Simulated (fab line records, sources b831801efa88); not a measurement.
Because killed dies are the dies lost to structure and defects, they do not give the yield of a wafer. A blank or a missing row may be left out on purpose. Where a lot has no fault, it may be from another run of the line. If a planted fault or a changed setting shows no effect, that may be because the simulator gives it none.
Comparing a struck lot with a sound one ; flow sky130 ; 32 out of 708 route steps
Sound: wafers L518.1, L518.4, L518.6. Struck: wafer L529.6 (left out: L529.2, L529.3 of the same lot, which were not struck); the cause appears at the end.
Each step with rows lists, per side, the tool, then ch with its chambers, then its first start. Under that, the readings that differ: sound wafers ; struck wafers ; difference of the means ; sigmas: that difference in standard deviations of wafers without a fault.
alike: a reading whose means differ by less than 2 such deviations, as well as words and numbers matching on both sides. not compared: withheld readings; readings where some wafer has no value; bounds like >300 that might hide an equal value; numbers whose values overlap and for which the record gives no deviation.
Wherever a step has rows on one side only, a row that says differs or no value, or a row with sigmas, the two part there. Numbers that have no deviation but don't overlap get no sigmas and don't part them. Lack of a reading on every wafer of one side parts them only where that side has two or more wafers.

first, 4 steps without rows for these wafers: SKY_LOCAL_INTERCONNECT_SOFTBAKE_07 (time 90 s); SKY_LOCAL_INTERCONNECT_EXPOSE_08 (exposes mask LI1M, target cd 170 nm); SKY_LOCAL_INTERCONNECT_PEB_09; SKY_LOCAL_INTERCONNECT_DEVELOP_10 (develop time 60 s).
SKY_LOCAL_INTERCONNECT_CD_MEAS_11 targets a cd of 170 nm.
  struck on cd_sem-02, day 34 16:08; sound on cd_sem-02, day 30 15:44
  alike: cd_nm
SKY_LOCAL_INTERCONNECT_OVL_MEAS_12:
  struck on overlay-02, day 34 16:14; sound on overlay-01, day 30 15:51
reading;sound;struck;difference;sigmas
LOCAL_INTERCONNECT_OVL (nm);1 -2 -5;15;+17;+3
SKY_LOCAL_INTERCONNECT_ETCH_13: etches BARC in N2/H2, stops on SiO2, time 45.9 s, target depth 60 nm.
  sound on rie_metal-04 ch 0,1, day 30 15:53; struck on rie_metal-02 ch 0, day 34 16:17
  alike: bias_w, drypump_motor_current_A, oes_product_au, rf_fwd_power_W, throttle_valve_pct
  not compared: rf_hours_counter_h
then, 1 step without rows for these wafers: SKY_LOCAL_INTERCONNECT_METAL_ETCH_14 (etches TiN in Cl2/BCl3, stops on PSG, target depth 110 nm, time 31.4 s).
SKY_LOCAL_INTERCONNECT_STRIP_15: strips in O2/N2.
  sound on plasma_asher-04 ch 0,1, day 30 16:00; struck on plasma_asher-03 ch 1, day 34 16:30
reading;sound;struck;difference;sigmas
strip_time_to_endpoint_s (s);4.706 4.697 4.711;4.756;+0.051;+2
  alike: drypump_motor_current_A, oes_product_au
  not compared: rf_hours_counter_h
then, 3 steps without rows for these wafers: SKY_LOCAL_INTERCONNECT_STRIP_16 (strips in post etch residue remover, time 1200 s); SKY_LOCAL_INTERCONNECT_CLEAN_17 (cleans in IPA, time 180 s); SKY_LOCAL_INTERCONNECT_CLEAN_18 (cleans in O3/DIW).
SKY_CONTACT_CVD_00: deposits Si3N4, target thk 75 nm.
  sound on pecvd-02 ch 0,1,2, day 30 16:36; struck on pecvd-04 ch 1, day 34 17:05
reading;sound;struck;difference;sigmas
model.Si3N4_of_CONTACT_CVD_00.thk_nm (nm);73.52 75.86 75.83;58.35;-16.72;
  alike: heater_power_w, rf_fwd_power_W
SKY_CONTACT_THK_MEAS_01:
  struck on film_metro-04, day 34 17:08; sound on film_metro-03, day 30 16:38
reading;sound;struck;difference;sigmas
CONTACT_CVD_00_THK (nm);73.5 75.9 75.8;58.4;-16.7;-18
then, 1 step without rows for these wafers: SKY_CONTACT_HDPCVD_02 (deposits SiO2, target thk 565 nm, time 94.2 s).
SKY_CONTACT_THK_MEAS_03:
  struck on film_metro-01, day 34 17:16; sound on film_metro-01, day 30 16:46
  alike: CONTACT_HDPCVD_THK
SKY_CONTACT_CMP_04: polishes SiO2.
  sound on cmp-02 ch 2,3, day 30 16:49; struck on cmp-02 ch 0, day 34 17:22
  alike: motor_current_A
SKY_CONTACT_BOW_MEAS_05:
  struck on film_metro-03, day 34 17:38; sound on film_metro-04, day 30 17:07
  alike: CONTACT_BOW
then, 8 steps without rows for these wafers: SKY_CONTACT_DEHYDRATE_06 (time 60 s); SKY_CONTACT_HMDS_07 (prime time 60 s); SKY_CONTACT_COAT_08 (resist thk 60 nm); SKY_CONTACT_COAT_09 (resist thk 450 nm); SKY_CONTACT_SOFTBAKE_10 (time 90 s); SKY_CONTACT_EXPOSE_11 (exposes mask CTM1, target cd 170 nm); SKY_CONTACT_PEB_12; SKY_CONTACT_DEVELOP_13 (develop time 60 s).
SKY_CONTACT_CD_MEAS_14 targets a cd of 170 nm.
  struck on cd_sem-02, day 35 20:23; sound on cd_sem-02, day 31 19:55
  alike: cd_nm
SKY_CONTACT_OVL_MEAS_15:
  struck on overlay-02, day 35 20:29; sound on overlay-01, day 31 20:02
  alike: CONTACT_OVL
SKY_CONTACT_ETCH_16: etches BARC in N2/H2, stops on SiO2, time 45.9 s, target depth 60 nm.
  sound on rie_diel-01 ch 2,3, day 31 20:04; struck on rie_diel-04 ch 2, day 35 20:31
reading;sound;struck;difference;sigmas
drypump_motor_current_A (A);5.3 5.9 5.3;6.4;+0.9;+3
  alike: bias_w, oes_product_au, rf_fwd_power_W, throttle_valve_pct
  not compared: rf_hours_counter_h
then, 1 step without rows for these wafers: SKY_CONTACT_ETCH_17 (etches SiO2 in C4F8/O2/Ar, stops on Si3N4, target depth 340 nm).
SKY_CONTACT_ETCH_18: etches Si3N4 in CHF3/O2, stops on TiN, time 39 s, target depth 75 nm.
  sound on rie_diel-01 ch 2,3; struck on rie_diel-04 ch 2
reading;sound;struck;difference;sigmas
drypump_motor_current_A (A);5.3 5.9 5.3;6.4;+0.9;+3
oes_product_au (a.u.);0.848 0.857 0.861;0.750;-0.105;-14
throttle_valve_pct (%);8.788 8.808 8.801;8.764;-0.035;-4
model.etch.depth_nm (nm);73.52 75.86 75.83;58.35;-16.72;
  alike: O2_flow_sccm, bias_w, rf_fwd_power_W
  not compared: rf_hours_counter_h
SKY_CONTACT_STRIP_19: strips in O2/N2.
  sound on plasma_asher-01 ch 0,1, day 31 20:12; struck on plasma_asher-01 ch 1, day 35 20:43
  alike: drypump_motor_current_A, oes_product_au, strip_time_to_endpoint_s
  not compared: rf_hours_counter_h

== WHERE THEY PART ==
At SKY_LOCAL_INTERCONNECT_OVL_MEAS_12 first; at SKY_CONTACT_ETCH_18 last (within this record only). Later steps at which nothing parts them and some readings are alike: SKY_CONTACT_STRIP_19.

WHY: the cause the simulator had injected
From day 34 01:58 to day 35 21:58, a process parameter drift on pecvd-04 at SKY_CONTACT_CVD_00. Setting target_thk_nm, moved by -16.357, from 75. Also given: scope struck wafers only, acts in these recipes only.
